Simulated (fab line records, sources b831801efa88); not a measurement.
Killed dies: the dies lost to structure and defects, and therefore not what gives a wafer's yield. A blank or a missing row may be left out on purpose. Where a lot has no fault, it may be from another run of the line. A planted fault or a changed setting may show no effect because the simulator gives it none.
Problem report in the 8D (eight disciplines) form, filled by code / flow sky130 / the parts of the form that need people (team, actions taken, sign-off) are left out

== 1. THE PROBLEM ==
Mean VIA2_W_RS at SKY_VIA2_RS_MEAS_22: 0.1407 ohm/sq over 3 wafers in 2 lots; fault-free wafers: 0.2733 ohm/sq, standard deviation 0.0028. Relative to the usual mean, that is a shift of -47 standard deviations.
The step: measures by four-point-probe.
The first sign was on wafer L498.3 at day 39 14:27, on filmMetro-04. The record has a number at this step for 30 wafers belonging to 10 lots. By rule, "out" or "out of limits" means more than 4 standard deviations away from the usual mean. All remaining wafers that have a number are taken as sound.

== 2. WHAT IT IS; WHAT IT IS NOT ==
question=which readings at this step | is=VIA2_W_RS | is not=-
question=which lots | is=L498, L500 | is not=L489, L490, L491, L493, L494, L499, L508, L509
question=which wafers of those lots | is=L498.3, L500.1, L500.3 | is not=L498.2, L498.6, L500.5
question=read on which gauges | is=filmMetro-03, filmMetro-04 | is not=filmMetro-02
question=when | is=from day 39 14:27 | is not=up to then (17 sound wafers); but 10 sound wafers of L499, L500, L508, L509 came after

== 3. THE SUSPECTS, EACH WITH WHAT RULES IT OUT ==
Counting: any tool at a process step up to the reading remains a suspect provided it ran every lot that is out. Sound lots after the first of them don't rule it out here, since some wafers of a struck lot are sound.
- the gauge at SKY_VIA2_RS_MEAS_22 is ruled out. The wafers that are out were read on 2 gauges (filmMetro-03, filmMetro-04).
- cvdW-01 at SKY_VIA2_CVD_21 (deposits W, target thk 420 nm, time 126.4 s): kept. It processed each lot that is out (first: L498, day 39 14:18); up to then, its last sound lot is L493 (day 38 12:08).
The count leaves cvdW-01 at SKY_VIA2_CVD_21.

== 4. THE CAUSE (what the simulator had put in) ==
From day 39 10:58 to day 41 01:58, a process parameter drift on cvdW-01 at SKY_VIA2_CVD_21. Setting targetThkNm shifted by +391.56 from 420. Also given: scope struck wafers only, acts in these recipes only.
Counting left only this tool.

== 5. THE EFFECT CHAIN, in route order ==
Each row: a reading whose mean over the struck wafers that have a number lies more than 3 standard deviations from the usual. Scope: only readings with a usual standard deviation given in the record; hours: median across lots of the time from each lot's start at the first step in this table that gives one to its start at this step; sigmas: change in usual standard deviations.
hours=0; step=SKY_VIA2_RS_MEAS_22; reading=VIA2_W_RS; usual=0.2733 ohm/sq; on struck wafers=0.1407; change=-0.1326; sigmas=-47
hours=9; step=SKY_VIA2_CMP_24; reading=timeToEndpointS; usual=104 s; on struck wafers=203; change=+99; sigmas=+25
Here are the process steps it includes:
- SKY_VIA2_CMP_24: polishes, stops on SiO2, t overpolish 20 s, target thk 0 nm.

== 6. WHAT WOULD HAVE CAUGHT IT SOONER ==
In this record the first reading out of limits at a measuring or inspecting step was taken at day 39 14:27, 3 hours after the fault began at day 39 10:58.
Of the tool readings at SKY_VIA2_CVD_21 for which the record gives a usual standard deviation, none was out on any struck wafer, so an alarm limit of 4 standard deviations on them would not have fired.
Of the lots that are out (2), L500 began SKY_VIA2_CVD_21 on cvdW-01 after day 39 14:27. Holding the tool at that time would have saved it.
